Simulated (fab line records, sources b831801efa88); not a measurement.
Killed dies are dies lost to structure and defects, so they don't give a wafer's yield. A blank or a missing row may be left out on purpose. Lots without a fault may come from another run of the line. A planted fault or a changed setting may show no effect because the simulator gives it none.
Chamber matching | flow sky130 | SKY_CONTACT_HDPCVD_02 on hdpcvd-02: 3 sister chambers
The step deposits SiO2, target thk 565 nm, time 94.2 s. 14 wafers are shown with their chamber, then 7 later ones without.

WAFERS WITH THEIR CHAMBER
wafer  | chamber | run_length_s (s)
L703.1 | 2       | 122.6
L703.5 | 0       | 122.0
L703.6 | 1       | 121.1
L706.2 | 2       | 123.1
L706.5 | 0       | 122.3
L706.6 | 1       | 121.2
L707.1 | 0       | 122.2
L707.2 | 2       | 122.9
L707.6 | 1       | 121.3
L709.3 | 0       | 122.0
L709.4 | 1       | 121.6
L709.5 | 2       | 123.2
L714.2 | 0       | 122.0
L717.2 | 2       | 122.5

SIGNATURES (means of the wafers above)
reading      | chamber 0 | chamber 1 | chamber 2 | scatter within a chamber
run_length_s | 122.100   | 121.300   | 122.860   | 0.232
Rule: a wafer's distance from a chamber is the root of the sum, over the readings, of the square of ((its reading less the chamber's mean) divided by the reading's scatter). The wafer belongs to the nearest chamber; if the next one is less than 2 further off, it can't be placed. The scatter: the root of (the sum of the squares of (reading less its chamber's mean) over the shown wafers, divided by (wafers less chambers)).

WAFERS WITHOUT THEIR CHAMBER
wafer  | run_length_s (s)
L716.3 | 121.9
L725.2 | 122.0
L725.3 | 122.3
L725.5 | 122.1
L726.2 | 122.4
L726.4 | 122.4
L726.5 | 122.9

WHICH CHAMBER EACH WENT THROUGH
wafer  | from the rows above     | in truth
L716.3 | can't be placed: 0 or 1 | 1
L725.2 | 0                       | 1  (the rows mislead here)
L725.3 | can't be placed: 0 or 2 | 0
L725.5 | 0                       | 0
L726.2 | can't be placed: 0 or 2 | 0
L726.4 | can't be placed: 0 or 2 | 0
L726.5 | 2                       | 2
Placed correctly: 2 of 7. Can't be placed from these rows: 4 (the true chamber is among the candidates in 4). Placed wrongly: 1.
